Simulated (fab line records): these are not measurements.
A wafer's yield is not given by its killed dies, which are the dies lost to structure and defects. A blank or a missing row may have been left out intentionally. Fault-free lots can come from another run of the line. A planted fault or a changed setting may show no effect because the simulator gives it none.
What tool caused it? :: flow gf180mcu :: 24 lots, 72 wafers sampled, at 3 steps of a route of 602

## WHAT THE GAUGES SHOWED, per wafer
GF_V2_THK_MEAS_25: measures by xrf. Usual: V2_W_THK 353 nm, standard deviation 5.3.
lot: L074
measured: day 20 04:49
on: film-metro-03
V2_W_THK (nm): 352 359 357
flag: 

lot: L075
measured: day 20 17:03
on: film-metro-02
V2_W_THK (nm): 357 353 352
flag: 

lot: L076
measured: day 21 01:41
on: film-metro-03
V2_W_THK (nm): 354 350 357
flag: 

lot: L077
measured: day 21 10:46
on: film-metro-02
V2_W_THK (nm): 353 344 349
flag: 

lot: L078
measured: day 22 07:50
on: film-metro-02
V2_W_THK (nm): 349 346 353
flag: 

lot: L079
measured: day 22 13:46
on: film-metro-03
V2_W_THK (nm): 359 351 356
flag: 

lot: L080
measured: day 23 02:13
on: film-metro-02
V2_W_THK (nm): 355 344 348
flag: 

lot: L081
measured: day 23 10:55
on: film-metro-04
V2_W_THK (nm): 349 355 349
flag: 

lot: L082
measured: day 23 12:01
on: film-metro-03
V2_W_THK (nm): 354 360 357
flag: 

lot: L083
measured: day 23 19:45
on: film-metro-03
V2_W_THK (nm): 359 361 355
flag: 

lot: L084
measured: day 24 03:32
on: film-metro-04
V2_W_THK (nm): 348 349 349
flag: 

lot: L085
measured: day 24 15:00
on: film-metro-04
V2_W_THK (nm): 354 364 355
flag: 

lot: L086
measured: day 24 21:29
on: film-metro-02
V2_W_THK (nm): 353 346 345
flag: 

lot: L087
measured: day 25 03:19
on: film-metro-02
V2_W_THK (nm): 347 350 348
flag: 

lot: L088
measured: day 25 15:01
on: film-metro-03
V2_W_THK (nm): 356 353 349
flag: 

lot: L089
measured: day 26 04:39
on: film-metro-04
V2_W_THK (nm): 347 347 346
flag: 

lot: L090
measured: day 26 04:59
on: film-metro-02
V2_W_THK (nm): 343 346 342
flag: 

lot: L091
measured: day 26 10:44
on: film-metro-03
V2_W_THK (nm): 348 348 351
flag: 

lot: L092
measured: day 26 17:05
on: film-metro-03
V2_W_THK (nm): 357 350 349
flag: 

lot: L093
measured: day 27 01:26
on: film-metro-02
V2_W_THK (nm): 350 346 348
flag: 

lot: L094
measured: day 27 05:10
on: film-metro-04
V2_W_THK (nm): 354 351 349
flag: 

lot: L095
measured: day 27 11:34
on: film-metro-04
V2_W_THK (nm): 353 355 352
flag: 

lot: L096
measured: day 27 16:17
on: film-metro-03
V2_W_THK (nm): 357 362 365
flag: 

lot: L097
measured: day 27 23:04
on: film-metro-03
V2_W_THK (nm): 362 366 358
flag: 

GF_V3_OVL_MEAS_15. Usual: V3_OVL 2 nm, standard deviation 5.9.
lot: L074
measured: day 22 05:53
on: overlay-02
V3_OVL (nm): -7 -1 1
flag: 

lot: L075
measured: day 22 18:58
on: overlay-02
V3_OVL (nm): 2 1 0
flag: 

lot: L076
measured: day 23 03:16
on: overlay-02
V3_OVL (nm): 3 4 -3
flag: 

lot: L077
measured: day 23 11:48
on: overlay-02
V3_OVL (nm): -7 -5 7
flag: 

lot: L078
measured: day 24 07:36
on: overlay-02
V3_OVL (nm): 11 0 4
flag: 

lot: L079
measured: day 24 12:58
on: overlay-02
V3_OVL (nm): 5 6 4
flag: 

lot: L080
measured: day 25 04:44
on: overlay-02
V3_OVL (nm): 5 0 9
flag: 

lot: L081
measured: day 25 08:34
on: overlay-02
V3_OVL (nm): 10 -3 -4
flag: 

lot: L082
measured: day 25 10:41
on: overlay-02
V3_OVL (nm): -4 0 -6
flag: 

lot: L083
measured: day 25 17:35
on: overlay-02
V3_OVL (nm): -5 -6 -4
flag: 

lot: L084
measured: day 25 23:32
on: overlay-02
V3_OVL (nm): 10 9 4
flag: 

lot: L085
measured: day 26 12:16
on: overlay-02
V3_OVL (nm): 5 8 9
flag: 

lot: L086
measured: day 26 18:04
on: overlay-02
V3_OVL (nm): -3 10 -2
flag: 

lot: L087
measured: day 26 22:29
on: overlay-02
V3_OVL (nm): 10 5 5
flag: 

lot: L088
measured: day 27 11:05
on: overlay-02
V3_OVL (nm): -3 8 7
flag: 

lot: L089
measured: day 27 23:24
on: overlay-02
V3_OVL (nm): 10 -3 9
flag: 

lot: L090
measured: day 27 23:44
on: overlay-02
V3_OVL (nm): 0 0 1
flag: 

lot: L091
measured: day 28 04:58
on: overlay-01
V3_OVL (nm): 2 -2 2
flag: 

lot: L092
measured: day 28 11:08
on: overlay-01
V3_OVL (nm): 10 10 1
flag: 

lot: L093
measured: day 28 18:47
on: overlay-01
V3_OVL (nm): -5 2 -4
flag: 

lot: L094
measured: day 28 22:53
on: overlay-01
V3_OVL (nm): -2 3 -10
flag: 

lot: L095
measured: day 29 04:44
on: overlay-01
V3_OVL (nm): -14 -1 -11
flag: 

lot: L096
measured: day 29 09:26
on: overlay-01
V3_OVL (nm): 3 2 6
flag: 

lot: L097
measured: day 29 14:58
on: overlay-02
V3_OVL (nm): 5 -2 -5
flag: 

GF_V4_OVL_MEAS_15. Usual: V4_OVL 0 nm, standard deviation 5.5.
lot: L074
measured: day 24 06:22
on: overlay-02
V4_OVL (nm): 4 2 6
flag: 

lot: L075
measured: day 24 19:50
on: overlay-02
V4_OVL (nm): -6 -6 -4
flag: 

lot: L076
measured: day 25 02:17
on: overlay-02
V4_OVL (nm): 9 1 7
flag: 

lot: L077
measured: day 25 11:02
on: overlay-02
V4_OVL (nm): -4 -3 1
flag: 

lot: L078
measured: day 26 05:18
on: overlay-02
V4_OVL (nm): -12 -13 -9
flag: 

lot: L079
measured: day 26 10:48
on: overlay-02
V4_OVL (nm): 4 -4 2
flag: 

lot: L080
measured: day 27 02:07
on: overlay-02
V4_OVL (nm): 3 0 5
flag: 

lot: L081
measured: day 27 05:14
on: overlay-02
V4_OVL (nm): -2 3 3
flag: 

lot: L082
measured: day 27 07:44
on: overlay-02
V4_OVL (nm): 1 4 1
flag: 

lot: L083
measured: day 27 14:35
on: overlay-02
V4_OVL (nm): 6 0 1
flag: 

lot: L084
measured: day 27 19:26
on: overlay-02
V4_OVL (nm): -9 -6 -4
flag: 

lot: L085
measured: day 28 07:47
on: overlay-01
V4_OVL (nm): 2 -5 3
flag: 

lot: L086
measured: day 28 12:50
on: overlay-02
V4_OVL (nm): 1 2 0
flag: 

lot: L087
measured: day 28 16:57
on: overlay-02
V4_OVL (nm): -7 -2 -8
flag: 

lot: L088
measured: day 29 05:05
on: overlay-02
V4_OVL (nm): 11 4 0
flag: 

lot: L089
measured: day 29 15:57
on: overlay-01
V4_OVL (nm): -5 2 -7
flag: 

lot: L090
measured: day 29 17:29
on: overlay-01
V4_OVL (nm): -5 2 -8
flag: 

lot: L091
measured: day 29 21:44
on: overlay-02
V4_OVL (nm): -7 -6 -8
flag: 

lot: L092
measured: day 30 04:32
on: overlay-01
V4_OVL (nm): 13 8 6
flag: 

lot: L093
measured: day 30 10:29
on: overlay-02
V4_OVL (nm): 7 5 6
flag: 

lot: L094
measured: day 30 15:16
on: overlay-02
V4_OVL (nm): -5 -5 -1
flag: 

lot: L095
measured: day 30 21:38
on: overlay-01
V4_OVL (nm): 2 3 1
flag: 

lot: L096
measured: day 31 01:05
on: overlay-02
V4_OVL (nm): -1 1 6
flag: 

lot: L097
measured: day 31 07:55
on: overlay-02
V4_OVL (nm): 1 1 2
flag: 

## WHICH TOOL RAN EACH LOT (tool, then ch and the chambers of the sampled wafers, then the start)
There is no process step in the record ahead of these readings.

## WHAT THE TOOLS THEMSELVES READ (means of the sampled wafers that have a number; where no wafer has one, the mark that the record gives instead)
The record holds no such reading with a usual standard deviation.

## THE ANSWER, worked out from the rows above alone
Rule: a lot counts as off when the mean over its wafers that have a number is more than 3 standard deviations away from the usual mean. Also off: a lot with no number at a reading for which 4 or more lots have one. Where the step has rows for the other lots, those lots are counted as sound. Order of review: gauges by route order, followed by the tools' own readings, for which a lot's mean as printed above is used. The first step at which some lot is off is used, and at that step the reading that is off furthest; a lot without a number counts as furthest.
Across all readings shown, no lot is off: no conclusion can be drawn from this.

## WHAT THE SIMULATOR HAD PUT IN
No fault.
